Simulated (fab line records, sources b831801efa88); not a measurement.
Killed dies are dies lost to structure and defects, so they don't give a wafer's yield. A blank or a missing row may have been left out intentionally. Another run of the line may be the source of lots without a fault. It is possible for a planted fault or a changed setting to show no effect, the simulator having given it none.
Which tool is to blame? + flow sky130 + 36 wafers from 12 lots sampled at 2 of the route's 708 steps

== WHAT THE GAUGES READ, wafer by wafer ==
SKY_CAP2M_THK_MEAS_01.
| lot  | measured     | on           | CAP2M_CVD_00_THK (nm) |
|------|--------------|--------------|-----------------------|
| L357 | day 39 17:43 | filmMetro-04 | 15.47 15.29 15.56     |
| L359 | day 41 02:04 | filmMetro-02 | 15.52 15.70 15.52     |
| L362 | day 41 11:02 | filmMetro-04 | 15.61 15.62 15.88     |
| L363 | day 41 17:25 | filmMetro-03 | 15.10 15.16 15.46     |
| L364 | day 42 02:50 | filmMetro-04 | 15.30 15.61 15.69     |
| L366 | day 42 22:35 | filmMetro-03 | 15.07 15.18 15.20     |
| L370 | day 43 22:23 | filmMetro-04 | 15.32 15.66 15.40     |
| L371 | day 44 10:01 | filmMetro-02 | 15.57 15.69 15.67     |
| L373 | day 44 20:02 | filmMetro-02 | 15.26 15.17 15.78     |
| L375 | day 45 09:03 | filmMetro-04 | 15.28 15.44 15.43     |
| L379 | day 45 23:02 | filmMetro-03 | 15.56 15.38 15.37     |
| L380 | day 46 14:43 | filmMetro-04 | 15.33 15.30 15.42     |

== EACH LOT AND THE TOOL THAT RAN IT (in order: tool; ch and the chambers of the sampled wafers; start) ==
| lot  | SKY_METAL2_METAL_ETCH_19         |
|------|----------------------------------|
| L357 | rieMetal-03 ch 0,1, day 35 04:29 |
| L359 | rieMetal-02 ch 0,1, day 36 14:43 |
| L362 | rieMetal-02 ch 0,1, day 36 23:11 |
| L363 | rieMetal-03 ch 0,1, day 37 08:09 |
| L364 | rieMetal-01 ch 0,1, day 37 18:27 |
| L366 | rieMetal-02 ch 0,1, day 38 15:59 |
| L370 | rieMetal-01 ch 0, day 39 17:27   |
| L371 | rieMetal-01 ch 0,1, day 40 05:47 |
| L373 | rieMetal-01 ch 0,1, day 40 16:51 |
| L375 | rieMetal-03 ch 0,1, day 41 07:33 |
| L379 | rieMetal-02 ch 0,1, day 41 23:17 |
| L380 | rieMetal-03 ch 0,1, day 42 15:07 |
- SKY_METAL2_METAL_ETCH_19: etches the open film in Cl2/BCl3, stops on SiO2, target depth 360 nm, time 78 s.

== AS READ BY THE TOOLS THEMSELVES (means over the sampled wafers that have a number; for cases with no such wafer, the mark the record gives instead) ==
SKY_METAL2_METAL_ETCH_19.
| lot  | tool        | drypumpMotorCurrentA (A) | oesProductAu (a.u.) | throttleValvePct (%) |
|------|-------------|--------------------------|---------------------|----------------------|
| L357 | rieMetal-03 | 5.86                     | 0.853               | 22.262               |
| L359 | rieMetal-02 | 6.20                     | 0.851               | 22.255               |
| L362 | rieMetal-02 | 6.11                     | 0.860               | 22.268               |
| L363 | rieMetal-03 | 5.85                     | 0.851               | 22.266               |
| L364 | rieMetal-01 | 5.94                     | 0.858               | 22.258               |
| L366 | rieMetal-02 | 6.19                     | 0.856               | 22.267               |
| L370 | rieMetal-01 | 5.96                     | 0.855               | 22.263               |
| L371 | rieMetal-01 | 5.96                     | 0.849               | 22.261               |
| L373 | rieMetal-01 | 5.95                     | 0.852               | 22.265               |
| L375 | rieMetal-03 | 5.85                     | 0.858               | 22.262               |
| L379 | rieMetal-02 | 6.21                     | 0.847               | 22.268               |
| L380 | rieMetal-03 | 5.74                     | 0.852               | 22.266               |

== THE ANSWER, worked out from the rows above alone ==
Rule: the usual values come from the lots themselves. Put in order of their means at a reading, lots are off if they are a third of the lots or fewer, leave a main group of 4 or more, and stand apart from it by a gap of 3 or more times the standard deviation of the main group's means; of several such gaps the widest counts. Not used: any main group whose means are identical at the precision the tables above print for the reading. A lot without any number at a reading at which 4 lots or more have one is off too. Where the step has rows for the other lots, those lots are counted as sound. After the gauges, taken in route order, come the tools' own readings; for these a lot's mean is taken, as printed above. The first step at which some lot is off is used, and at that step the reading that is off furthest; a lot without a number counts as furthest.
Across all readings shown, no lot is off: no conclusion can be drawn from this.

== WHAT THE SIMULATOR PUT IN ==
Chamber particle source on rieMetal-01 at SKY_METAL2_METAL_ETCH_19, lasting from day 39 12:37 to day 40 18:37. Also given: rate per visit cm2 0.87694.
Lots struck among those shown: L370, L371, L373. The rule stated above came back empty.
